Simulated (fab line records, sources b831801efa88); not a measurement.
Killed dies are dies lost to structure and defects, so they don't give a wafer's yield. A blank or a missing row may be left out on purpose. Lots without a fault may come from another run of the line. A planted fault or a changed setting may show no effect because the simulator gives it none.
fab line records | flow sky130
record lots=6 wafers=18 last_day=50
route steps=708 shown GATE_OXIDE@191 POLY_GATE@204 PAD_OPEN@708
lots that met no fault: from a run of the same line without faults
start_h: hours from the record's first day to the start of the lot's first wafer shown | wait_h: hours since the lot's step before | " the same as in the row above | L1.1+2: a row that stands for several wafers | - no value, or no start given | * or withheld: withheld | < > ~ a bound
route shown NAME@n: a module of which the file shows steps, and the number in the route of the first | usual: mean/standard deviation of fault-free wafers | same: alike in all rows | chamber/n: place in a boat | sites: the reading at each site | _std_site: their standard deviation | _edge_site: outer sites' mean less inner sites' | radius_mm: how far each site lies from the wafer's centre | mask NAME#n: copy n | behind: the tool/chamber that last shaped the wafer | hold: why the lot was held/for how many hours/how that ended | device: the transistor (n, p or np) that didn't switch | end of line: the same wafers' tests at the end of the route | a step without rows: its recipe alone | killed: dies lost to structure and defects at the first sort, not the wafer's yield | map: a wafer's dies, x killed, . not, _ none there
set.NAME: the setting as run; set.NAME@STEP: as run at that earlier step | model.NAME: the simulator's own value behind a step, which no gauge read
lots at some steps of the route; a table a step, a row a wafer
services: from which hour (start_h, from the record's first day; less than 0 if before it) a tool's chamber was out of use, for how many hours, and why
## steps
# step SKY_GATE_OXIDE_HMDS_04
# recipe prime_time_s=60 prime_temp_c=120
# step SKY_GATE_OXIDE_COAT_05
# recipe resist=NOVOLAK spin_rpm=3000 resist_thk_nm=1140
# step SKY_GATE_OXIDE_SOFTBAKE_06
# recipe temp_c=90 time_s=60 resist=NOVOLAK
# step SKY_GATE_OXIDE_EXPOSE_07
# recipe mask_id=LVOM na=0.6 source_shape=conventional sigma_outer=0.6 polarization=unpolarized target_cd_nm=600 dose_mj=170
# step SKY_GATE_OXIDE_PEB_08
# recipe temp_c=withheld time_s=* resist=NOVOLAK
# step SKY_GATE_OXIDE_DEVELOP_09
# recipe resist=NOVOLAK developer=TMAH develop_time_s=60 dev_temp_c=23
# step SKY_GATE_OXIDE_OVL_MEAS_10
# usual GATE_OXIDE_OVL=1.1/1.2
# columns lot.wafer tool chamber start_h wait_h GATE_OXIDE_OVL[nm]
L826.1 overlay-02 - 335.40 0.1 0.1
L826.3 " - " " -0.5
L826.6 " - " " 1.0
L832.1 overlay-02 - 383.44 0.1 2.8
L832.3 " - " " 2.1
L832.4 " - " " 2.6
L833.2 overlay-01 - 393.62 0.1 0.2
L833.3 " - " " 0.7
L833.6 " - " " 0.8
L839.1 overlay-01 - 450.91 0.1 -0.8
L839.5 " - " " -0.1
L839.6 " - " " 0.0
L844.1 overlay-02 - 485.45 0.1 3.2
L844.4 " - " " 1.0
L844.5 " - " " 2.6
L845.1 overlay-02 - 490.35 0.1 -1.2
L845.2 " - " " -1.7
L845.3 " - " " -1.4
# step SKY_GATE_OXIDE_IMPLANT_11
# recipe species=B energy_kev=10 dose_cm2=2.551e+12 tilt_deg=withheld
# step SKY_GATE_OXIDE_WET_ETCH_12
# recipe chemistry=dHF target_depth_nm=16.8 dry=n2_spin target=SiO2 dilution=100:1 temp_c=25 time_s=336
# step SKY_GATE_OXIDE_STRIP_13
# recipe chemistry=O2/N2 power_w=1400 pressure_mtorr=1500 platen_temp_c=withheld o2_flow_sccm=3000 n2_flow_sccm=300 overash_fraction=0.5
# usual drypump_motor_current_A=5.6/0.34 oes_product_au=0.716/0.0041 strip_time_to_endpoint_s=14.17/0.042
# columns lot.wafer tool chamber start_h wait_h drypump_motor_current_A oes_product_au rf_hours_counter_h strip_time_to_endpoint_s
L826.1 plasma_asher-03 1 335.69 0.0 5.4 0.715 21 14.18
L826.3 " 1 " " 5.4 0.714 - 14.13
L826.6 " 0 " " 5.8 0.712 - 14.19
L832.1 plasma_asher-03 1 383.73 0.0 5.4 0.714 27 14.22
L832.3 " 1 " " 5.4 0.718 - 14.20
L832.4 " 0 " " 5.8 0.714 - 14.21
L833.2 plasma_asher-01 0 393.91 0.0 5.1 0.711 55 14.07
L833.3 " 0 " " 5.1 0.710 - 14.10
L833.6 " 0 " " 5.1 0.720 - 14.11
L839.1 plasma_asher-02 0 451.30 0.0 5.6 0.719 2 14.16
L839.5 " 1 " " 6.1 0.715 - 14.13
L839.6 " 0 " " 5.7 0.715 - 14.11
L844.1 plasma_asher-03 0 485.74 0.0 5.8 0.719 38 14.17
L844.4 " 0 " " 5.8 0.718 - 14.16
L844.5 " 0 " " 5.8 0.721 - 14.16
L845.1 plasma_asher-02 1 490.75 0.0 6.1 0.711 6 14.22
L845.2 " 0 " " 5.7 0.718 6 14.18
L845.3 " 0 " " 5.7 0.721 - 14.21
# step SKY_GATE_OXIDE_TW_MEAS_14
# usual GATE_OXIDE_TW=223.2/1.3
# columns lot.wafer tool chamber start_h wait_h GATE_OXIDE_TW
L826.1 film_metro-03 - 335.79 0.1 222.8
L826.3 " - " " 222.5
L826.6 " - " " 223.1
L832.1 film_metro-01 - 383.83 0.1 223.3
L832.3 " - " " 223.5
L832.4 " - " " 224.1
L833.2 film_metro-01 - 394.02 0.1 222.3
L833.3 " - " " 222.1
L833.6 " - " " 221.8
L839.1 film_metro-04 - 451.40 0.1 225.3
L839.5 " - " " 224.9
L839.6 " - " " 224.9
L844.1 film_metro-01 - 485.84 0.1 222.8
L844.4 " - " " 223.3
L844.5 " - " " 224.4
L845.1 film_metro-01 - 490.85 0.1 223.3
L845.2 " - " " 224.6
L845.3 " - " " 223.7
# step SKY_GATE_OXIDE_CLEAN_15
# recipe chemistry=SC1/SC2 mix=1:4:20 temp_c=70 time_s=150 dry=n2_spin
# step SKY_GATE_OXIDE_OXIDATION_16
# recipe temp_c=800 ambient=O2 idle_temp_c=700 ramp_up_c_per_min=10 ramp_down_c_per_min=3 stabilise_s=600 purge_s=300 target_thk_a=35.7 ox_time_s=1915
# usual spike_tc_bottom_C=820.3/1.9 spike_tc_centre_C=800.7/1.1 spike_tc_lower_C=801.3/1.1 spike_tc_top_C=811.7/2.3 spike_tc_upper_C=800.2/1.1 zone_power_lower_pct=13.6/0.92
# same ox_time_s=1915
# columns lot.wafer tool chamber start_h wait_h spike_tc_bottom_C spike_tc_centre_C spike_tc_lower_C spike_tc_top_C spike_tc_upper_C zone_power_lower_pct model.SiO2_of_GATE_OXIDE_OXIDATION_01.thk_nm
L826.1 furnace-02 0 338.83 2.9 819.5 800.1 803.6 811.8 800.4 13.0 11.54
L826.3 " 0 " " 819.5 800.9 802.1 812.0 801.6 13.0 11.65
L826.6 " 0 " " 818.6 799.6 799.7 812.8 799.6 13.0 11.55
L832.1 furnace-02 0 383.94 0.0 819.5 802.8 800.9 811.8 799.7 12.8 11.17
L832.3 " 0 " " 818.5 800.6 800.3 812.8 800.2 12.8 11.16
L832.4 " 0 " " 817.0 802.8 802.0 811.9 800.7 12.9 11.09
L833.2 furnace-02 0 394.12 0.0 819.0 800.6 801.8 811.9 800.8 12.9 11.64
L833.3 " 0 " " 821.0 801.5 802.4 815.9 801.8 12.7 11.67
L833.6 " 0 " " 818.3 800.4 801.2 813.3 800.5 12.8 11.8
L839.1 furnace-01 0 451.51 0.0 823.8 802.7 802.8 809.2 798.1 14.7 11.72
L839.5 " 0 " " 823.7 801.5 800.5 808.1 800.9 14.9 11.82
L839.6 " 0 " " 823.1 801.5 801.6 807.2 799.8 15.0 11.77
L844.1 furnace-02 0 485.95 0.0 807.5 788.4 791.6 800.6 788.2 12.6 11.18
L844.4 " 0 " " 805.7 788.7 789.4 800.7 789.6 12.8 11.23
L844.5 " 0 " " 805.5 788.6 789.7 801.5 789.3 12.8 11.39
L845.1 furnace-02 0 490.96 0.0 807.5 787.1 789.1 801.8 788.5 12.8 11.17
L845.2 " 0 " " 806.7 788.9 789.2 802.3 788.8 12.6 11.08
L845.3 " 0 " " 808.4 788.3 789.7 800.3 788.6 12.7 11.16
# step SKY_POLY_GATE_CVD_00
# recipe material=poly-Si target_thk_nm=180 temp_c=620 time_s=720 pressure_mtorr=200
# step SKY_PAD_OPEN_PROBE_99
# usual killed_at_M0_to_M3=43/7.7 killed_at_M4_up=3.0/1.7 killed_at_contacts=24/5.2 killed_at_front_end=15/4.5 killed_at_other=0.3/0.5 killed_dies=85/9.5 killed_open=47/6.6 killed_short=38/6.6
# same gross_dies=492 killed_at_back_side=0
# columns lot.wafer tool chamber start_h wait_h killed_at_M0_to_M3 killed_at_M4_up killed_at_contacts killed_at_front_end killed_at_other killed_dies killed_open killed_short model.etest.pfet_01v8.r_on_ohm_um model.etest.nfet_01v8_lvt.drive_ua_um model.etest.nfet_01v8_swapped.drive_ua_um model.etest.nfet_01v8_turned.drive_ua_um model.etest.nfet_01v8.drive_ua_um model.etest.nfet_01v8.r_on_ohm_um model.etest.sram_nfet_pass.drive_ua_um model.etest.nfet_g5v0d10v5.drive_ua_um
L826.1 prober-02 - 1102.53 0.1 40 1 20 19 0 80 36 44 2906 576.9 511.1 510.1 510.7 829.7 490.2 612.4
L826.3 prober-02 - 1102.63 0.2 47 2 29 15 2 95 52 43 2909 581.3 513.3 509.8 511.4 827.5 481.7 602.5
L826.6 prober-02 - 1102.78 0.2 33 2 25 22 1 83 51 32 2894 595.7 522 520.1 525.5 821 488.2 609.2
L832.1 prober-02 - 1128.25 0.1 49 3 24 14 1 91 58 33 2898 578.7 506.7 506.1 506.8 829.7 512.6 631
L832.3 prober-02 - 1128.35 0.2 40 4 20 16 0 80 45 35 2953 580.3 506.8 505.4 501.4 839.9 482.1 629.6
L832.4 prober-02 - 1128.40 0.2 43 5 18 17 0 83 50 33 2894 573.1 503.6 505.6 502.2 838.8 493.4 635.4
L833.2 prober-01 - 1135.19 0.1 34 4 23 14 0 75 42 33 2943 576.8 504.4 504.1 498.4 839.6 485.6 602.4
L833.3 prober-01 - 1135.24 0.2 33 4 28 23 0 88 58 30 3011 578.7 504.1 511.9 506.9 834.5 490.5 599
L833.6 prober-01 - 1135.39 0.3 41 4 23 14 0 82 44 38 3004 575 509.8 508.6 507.2 838 476 596.4
L839.1 prober-02 - 1174.11 0.1 49 5 16 12 1 83 40 43 2842 589.5 516.4 517.1 511.6 824.5 502.7 602
L839.5 prober-02 - 1174.31 0.2 43 2 15 11 0 71 39 32 2852 588.4 517.3 516 520.6 811.7 516.6 600.5
L839.6 prober-02 - 1174.36 0.2 32 2 31 14 0 79 48 31 2803 595.6 521.6 520.2 519.8 807.9 523.7 597.9
L844.1 prober-02 - 1188.21 0.1 45 3 24 16 1 89 56 33 2752 634.5 562.7 563.2 564 764.1 547.9 629.2
L844.4 prober-02 - 1188.36 0.2 56 4 29 20 0 109 63 46 2814 626.8 556.3 556.3 553.4 781.7 500.7 626.4
L844.5 prober-02 - 1188.41 0.2 67 2 20 13 1 103 60 43 2863 615.4 547.6 544.2 546.2 796.6 507 614.9
L845.1 prober-01 - 1193.04 0.1 38 6 26 15 0 85 42 43 2861 603.6 530.7 532.1 532.5 825.2 495.4 625.4
L845.2 prober-01 - 1193.09 0.1 27 1 26 6 0 60 44 16 2814 613.1 540.2 536.4 543.9 800.5 525.4 634.7
L845.3 prober-01 - 1193.14 0.2 38 4 23 10 0 75 42 33 2825 606.1 531.5 531.3 531.5 812.5 506 624.6
# killed by level:class
L826.1 METAL2:geometric_particle:short=10 VIA1:geometric_particle:open=9 POLY_GATE:geometric_particle:short=7 LI_CONTACT:geometric_particle:open=6 LOCAL_INTERCONNECT:geometric_particle:short=5 METAL1:geometric_particle:short=5 POLY_GATE:geometric_particle:open=4 VIA3:geometric_particle:open=4
L826.3 VIA3:geometric_particle:open=10 CONTACT:geometric_particle:open=9 LI_CONTACT:geometric_particle:open=8 VIA1:geometric_particle:open=8 METAL2:geometric_particle:short=8 FIELD_ISO:geometric_particle:short=7 LOCAL_INTERCONNECT:geometric_particle:short=4 METAL1:geometric_particle:short=4
L826.6 CONTACT:geometric_particle:open=17 FIELD_ISO:geometric_particle:short=6 POLY_GATE:geometric_particle:open=6 VIA3:geometric_particle:open=6 VIA2:geometric_particle:open=5 VIA1:geometric_particle:open=5 VIA1:geometric_particle:short=4 LI_CONTACT:geometric_particle:open=3
L832.1 CONTACT:geometric_particle:open=11 VIA3:geometric_particle:open=11 VIA1:geometric_particle:open=10 VIA2:geometric_particle:open=8 LI_CONTACT:geometric_particle:open=7 FIELD_ISO:geometric_particle:short=5 VIA1:geometric_particle:short=5 METAL1:geometric_particle:short=4
L832.3 VIA1:geometric_particle:open=9 POLY_GATE:geometric_particle:open=6 LI_CONTACT:geometric_particle:open=6 CONTACT:geometric_particle:open=6 VIA2:geometric_particle:open=5 VIA3:geometric_particle:short=5 METAL1:geometric_particle:short=4 METAL2:geometric_particle:short=4
L832.4 VIA1:geometric_particle:open=13 VIA2:geometric_particle:open=10 CONTACT:geometric_particle:open=7 POLY_GATE:geometric_particle:short=5 METAL1:geometric_particle:short=5 VIA3:geometric_particle:open=5 FIELD_ISO:geometric_particle:short=4 METAL2:geometric_particle:short=4
L833.2 LI_CONTACT:geometric_particle:open=8 CONTACT:geometric_particle:open=6 CONTACT:geometric_particle:short=6 VIA2:geometric_particle:short=6 VIA3:geometric_particle:open=6 POLY_GATE:geometric_particle:open=5 VIA1:geometric_particle:open=5 VIA2:geometric_particle:open=4
L833.3 LI_CONTACT:geometric_particle:open=14 VIA1:geometric_particle:open=10 CONTACT:geometric_particle:open=9 FIELD_ISO:geometric_particle:open=7 VIA2:geometric_particle:open=7 POLY_GATE:geometric_particle:short=6 POLY_GATE:geometric_particle:open=5 FIELD_ISO:geometric_particle:short=4
L833.6 VIA1:geometric_particle:open=14 METAL2:geometric_particle:short=8 LI_CONTACT:geometric_particle:short=5 LI_CONTACT:geometric_particle:open=5 CONTACT:geometric_particle:open=5 VIA3:geometric_particle:open=5 POLY_GATE:geometric_particle:open=4 CONTACT:geometric_particle:short=4
L839.1 VIA2:geometric_particle:open=8 VIA1:geometric_particle:open=8 VIA1:geometric_particle:short=7 VIA3:geometric_particle:open=6 METAL4:geometric_particle:short=5 LI_CONTACT:geometric_particle:open=5 METAL3:geometric_particle:short=5 POLY_GATE:geometric_particle:short=4
L839.5 VIA2:geometric_particle:open=9 METAL2:geometric_particle:short=7 VIA1:geometric_particle:open=6 VIA3:geometric_particle:open=5 LI_CONTACT:geometric_particle:open=4 METAL2:geometric_particle:open=4 CONTACT:geometric_particle:open=4 METAL1:geometric_particle:short=4
L839.6 VIA1:geometric_particle:open=12 LI_CONTACT:geometric_particle:open=11 FIELD_ISO:geometric_particle:open=7 CONTACT:geometric_particle:short=6 CONTACT:geometric_particle:open=6 LOCAL_INTERCONNECT:geometric_particle:short=4 METAL1:geometric_particle:short=4 METAL2:geometric_particle:short=4
L844.1 VIA1:geometric_particle:open=11 VIA2:geometric_particle:open=10 CONTACT:geometric_particle:short=9 FIELD_ISO:geometric_particle:open=8 CONTACT:geometric_particle:open=8 LI_CONTACT:geometric_particle:open=5 VIA3:geometric_particle:open=5 FIELD_ISO:geometric_particle:short=4
L844.4 VIA1:geometric_particle:open=16 LI_CONTACT:geometric_particle:open=11 METAL2:geometric_particle:short=11 CONTACT:geometric_particle:open=10 FIELD_ISO:geometric_particle:open=7 METAL1:geometric_particle:short=7 VIA3:geometric_particle:open=7 FIELD_ISO:geometric_particle:short=5
L844.5 VIA1:geometric_particle:open=17 VIA2:geometric_particle:open=12 METAL2:geometric_particle:short=8 METAL1:geometric_particle:short=7 VIA1:geometric_particle:short=7 VIA3:geometric_particle:open=7 LI_CONTACT:geometric_particle:open=5 CONTACT:geometric_particle:open=5
L845.1 CONTACT:geometric_particle:open=11 VIA1:geometric_particle:open=9 METAL2:geometric_particle:short=7 LI_CONTACT:geometric_particle:open=6 FIELD_ISO:geometric_particle:open=5 VIA3:geometric_particle:open=5 METAL4:geometric_particle:short=5 METAL1:geometric_particle:short=4
L845.2 CONTACT:geometric_particle:open=11 LI_CONTACT:geometric_particle:open=9 VIA3:geometric_particle:open=8 VIA1:geometric_particle:open=6 LI_CONTACT:geometric_particle:short=4 VIA2:geometric_particle:short=4 POLY_GATE:geometric_particle:open=3 METAL3:geometric_particle:short=3
L845.3 VIA3:geometric_particle:open=10 VIA1:geometric_particle:open=7 LOCAL_INTERCONNECT:geometric_particle:short=6 METAL2:geometric_particle:short=6 LI_CONTACT:geometric_particle:open=5 CONTACT:geometric_particle:open=5 VIA1:geometric_particle:short=4 VIA2:geometric_particle:open=4
## services
# columns tool chamber start_h hours kind
plasma_asher-01 - 343.19 1.2 repair
furnace-01 - 344.79 2.6 pm
furnace-02 - 348.71 3.2 pm
plasma_asher-03 - 357.38 2.8 pm
plasma_asher-01 - 371.03 14.6 pm
plasma_asher-02 - 377.40 18.8 pm
plasma_asher-01 - 385.63 2.8 pm
plasma_asher-03 - 411.14 1.2 repair
plasma_asher-02 - 412.60 1.0 repair
furnace-01 - 413.69 3.3 pm
plasma_asher-02 - 421.30 9.0 pm
plasma_asher-02 0 421.30 9.0 vent_cycle
plasma_asher-02 1 421.30 9.0 vent_cycle
plasma_asher-02 0 430.30 - clean
plasma_asher-02 1 430.30 - clean
furnace-02 - 471.98 5.2 repair
plasma_asher-01 - 474.35 0.6 repair
## key
first_sign step=SKY_GATE_OXIDE_OXIDATION_16 reading=spike_tc_centre_C direction=down sigmas=11 usual=800.7 struck=788.4
effect step=SKY_GATE_OXIDE_OXIDATION_16 reading=spike_tc_lower_C direction=down sigmas=11 usual=801.3 struck=789.8
model_effect step=SKY_GATE_OXIDE_OXIDATION_16 value=SiO2_of_GATE_OXIDE_OXIDATION_01.thk_nm without=11.54 struck=11.2
model_effect step=SKY_PAD_OPEN_PROBE_99 value=etest.pfet_01v8.r_on_ohm_um without=2911 struck=2822
met_at SKY_GATE_OXIDE_OXIDATION_16
struck_wafers L844.1,L844.4,L844.5,L845.1,L845.2,L845.3
tester_left_out L844,L845
onset_between 394.12 485.95
fault kind=process_parameter_drift tool=furnace-02 chamber=- onset_h=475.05 steps=SKY_GATE_OXIDE_OXIDATION_16 channel=temp_c offset=* shape=step end_h=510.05 acts_in=* stated=*
# tester_left_out: of these lots the tester's yield and bins aren't shown, on N5 and GAA mostly nor the transistor test; their killed dies are dies lost to structure and defects alone, not to doping, threshold or leakage, so they don't give the yield
